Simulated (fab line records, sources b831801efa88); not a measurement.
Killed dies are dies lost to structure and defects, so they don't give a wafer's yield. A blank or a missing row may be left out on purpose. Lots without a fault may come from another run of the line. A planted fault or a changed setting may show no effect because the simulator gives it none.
Problem report in the 8D (eight disciplines) form, filled by code | flow sky130 | the parts of the form that need people (team, actions taken, sign-off) are left out

1. THE PROBLEM
strip_time_to_endpoint_s at SKY_LOCAL_INTERCONNECT_STRIP_15 reads a mean of 4.474 s on 2 wafers of 1 lot; wafers without a fault read 4.711 s with a standard deviation of 0.018. That is -13 standard deviations from the usual mean.
The step: strips in O2/N2.
First seen on wafer L568.4, day 36 16:56, on plasma_asher-02. The record holds 33 wafers of 11 lots with a number at this step. Rule for "out", or "out of limits": more than 4 standard deviations from the usual mean. The other wafers with a number count as sound.

2. WHAT IT IS AND WHAT IT IS NOT
question                    | is                       | is not
which readings at this step | strip_time_to_endpoint_s | drypump_motor_current_A, n2_flow_sccm, o2_flow_sccm, oes_product_au
which lots                  | L568                     | L554, L555, L556, L558, L559, L561, L562, L569, L573, L575
which wafers of those lots  | L568.4, L568.5           | L568.2
read on which tools         | plasma_asher-02          | plasma_asher-01, plasma_asher-04
when                        | from day 36 16:56        | up to then (22 sound wafers); but 9 sound wafers of L569, L573, L575 came after

3. SUSPECTS, AND WHAT RULES EACH OUT
Counting: a tool at a process step up to the reading stays a suspect if it ran every lot that is out. Sound lots after the first of them don't rule it out here, since some wafers of a struck lot are sound.
- rie_metal-01 at SKY_LOCAL_INTERCONNECT_ETCH_13 (etches BARC in N2/H2, stops on SiO2, time 45.9 s, target depth 60 nm): kept. It ran the lot that is out, L568 (day 36 16:49); its last sound lot up to then is L562 (day 34 11:49).
- plasma_asher-02 at SKY_LOCAL_INTERCONNECT_STRIP_15 (strips in O2/N2): kept. It ran the lot that is out, L568 (day 36 16:56); its last sound lot up to then is L562 (day 34 11:55). Its own readings are out on those wafers: strip_time_to_endpoint_s.
- Within rie_metal-01 at SKY_LOCAL_INTERCONNECT_ETCH_13: the wafers that are out ran in chamber 1; their sound lot-mates ran in chamber 0.
Left after counting: rie_metal-01 at SKY_LOCAL_INTERCONNECT_ETCH_13, plasma_asher-02 at SKY_LOCAL_INTERCONNECT_STRIP_15.

4. THE CAUSE (what the simulator had put in)
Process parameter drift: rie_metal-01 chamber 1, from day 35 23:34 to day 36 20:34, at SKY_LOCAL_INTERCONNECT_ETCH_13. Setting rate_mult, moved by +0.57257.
Counting left 2 suspects, and this tool is among them.

5. THE CHAIN OF EFFECTS, in route order
Each row: a reading whose mean over the struck wafers that have a number lies more than 3 standard deviations from the usual. Only readings for which the record gives a usual standard deviation are gone through. hours: the time from each lot's start at the first step in this table that gives one to its start at this step, as a median over the lots. sigmas: the change in usual standard deviations.
hours | step                            | reading                  | usual   | on struck wafers | change | sigmas
0     | SKY_LOCAL_INTERCONNECT_STRIP_15 | strip_time_to_endpoint_s | 4.711 s | 4.474            | -0.237 | -13
The process steps in it:
- SKY_LOCAL_INTERCONNECT_STRIP_15: strips in O2/N2.
Later measuring or inspecting steps at which every struck wafer that the step has a row for has a number for every such reading, and none has moved that far: SKY_CONTACT_THK_MEAS_01, SKY_CONTACT_BOW_MEAS_05.

6. WHAT WOULD HAVE CAUGHT IT SOONER
In this record the first reading out of limits was taken at day 36 16:56, 17 hours after the fault began at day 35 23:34.
Of the tool readings at SKY_LOCAL_INTERCONNECT_ETCH_13 for which the record gives a usual standard deviation, none was out on any struck wafer, so an alarm limit of 4 standard deviations on them would not have fired.
All the lots that are out (1) had begun SKY_LOCAL_INTERCONNECT_ETCH_13 on rie_metal-01 by day 36 16:56. A hold on the tool at that time would have spared none of them.
